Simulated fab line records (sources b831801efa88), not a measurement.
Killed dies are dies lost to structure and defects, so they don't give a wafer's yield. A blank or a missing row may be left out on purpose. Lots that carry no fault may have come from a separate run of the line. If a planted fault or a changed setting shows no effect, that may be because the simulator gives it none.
Code-filled problem report in 8D (eight disciplines) form | flow sfq_line | the parts of the form that need people (team, actions taken, sign-off) are left out

## 1. PROBLEM STATEMENT
oes_product_au at SFQ_TRILAYER_R5_BARC_OPEN_METAL_ETCH_177 reads a mean of 0.665 a.u. on 1 wafer of 1 lot; wafers without a fault read 0.685 a.u. with a standard deviation of 0.0049. That is -4.1 standard deviations from the usual mean.
The step: etches BARC in O2, target depth 125 nm, time 41.7 s.
First observed at day 67 20:32: wafer L879.6, on rie_metal-04. The record holds 15 wafers of 5 lots with a number at this step. By rule, "out" or "out of limits" means more than 4 standard deviations away from the usual mean. All remaining wafers that have a number are taken as sound.

## 2. WHAT IT IS, WHAT IT ISN'T
question                    | is                | is not
which readings at this step | oes_product_au    | drypump_motor_current_A
which lots                  | L879              | L874, L877, L885, L886
which wafers of those lots  | L879.6            | L879.1, L879.2
read on which tools         | rie_metal-04      | rie_metal-02, rie_metal-03
when                        | from day 67 20:32 | up to then (8 sound wafers); but 6 sound wafers of L885, L886 came after

## 3. SUSPECTS, AND WHAT RULES EACH OUT
Counting: any tool at a process step up to the reading remains a suspect provided it ran every lot that is out. Sound lots after the first of them don't rule it out here, since some wafers of a struck lot are sound.
- pvd_sputter-04 at SFQ_TRILAYER_R5_DEP_SPUTTER_132 (material Ti, target thk 5 nm, time 5 s): kept. The lot that is out, L879, ran on it at day 63 07:08; the last sound lot it ran before that was L877, at day 61 12:37.
- pvd_sputter-04 at SFQ_TRILAYER_R5_DEP_SPUTTER_133 (material MoNx, target thk 40 nm, time 66.7 s): kept. The lot that is out, L879, ran on it at day 63 07:10; the last sound lot it ran before that was L877, at day 61 12:38.
- pvd_sputter-04 at SFQ_TRILAYER_R5_DEP_SPUTTER_134 (material Ti, target thk 5 nm, time 5 s): kept. The lot that is out, L879, ran on it at day 63 07:13; the last sound lot it ran before that was L877, at day 61 12:41.
- rie_metal-04 at SFQ_TRILAYER_R5_BARC_OPEN_METAL_ETCH_177 (etches BARC in O2, target depth 125 nm, time 41.7 s): kept. The lot that is out, L879, ran on it at day 67 20:32; the last sound lot it ran before that was L877, at day 65 15:44. Its own readings are out on those wafers: oes_product_au.
Left after counting: pvd_sputter-04 at SFQ_TRILAYER_R5_DEP_SPUTTER_132, pvd_sputter-04 at SFQ_TRILAYER_R5_DEP_SPUTTER_133, pvd_sputter-04 at SFQ_TRILAYER_R5_DEP_SPUTTER_134, rie_metal-04 at SFQ_TRILAYER_R5_BARC_OPEN_METAL_ETCH_177.

## 4. THE CAUSE (what the simulator had put in)
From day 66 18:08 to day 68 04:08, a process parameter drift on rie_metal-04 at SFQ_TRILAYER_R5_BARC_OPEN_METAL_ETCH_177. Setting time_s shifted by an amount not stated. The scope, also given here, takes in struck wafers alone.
4 suspects survive the count, and this tool is in that group.

## 5. THE CHAIN OF EFFECTS, in route order
One row per reading whose mean, taken over the struck wafers that have a number, lies over 3 standard deviations from the usual. Only readings whose record carries a usual standard deviation are examined. hours: median over the lots of the time between each lot's start at the first step of this table that gives one and its start at this step. sigmas: the change, counted in usual standard deviations.
hours | step                                     | reading        | usual      | on struck wafers | change | sigmas
0     | SFQ_TRILAYER_R5_BARC_OPEN_METAL_ETCH_177 | oes_product_au | 0.685 a.u. | 0.665            | -0.020 | -4.1
0     | SFQ_TRILAYER_R5_BARC_OPEN_METAL_ETCH_177 | run_length_s   | 70.1 s     | 72.2             | +2.1   | +3.3
It contains these process steps:
- SFQ_TRILAYER_R5_BARC_OPEN_METAL_ETCH_177: etches BARC in O2, target depth 125 nm, time 41.7 s.

## 6. HOW IT WOULD HAVE BEEN CAUGHT EARLIER
The fault began at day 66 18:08; the first out-of-limits reading in this record came at day 67 20:32, 26 hours later.
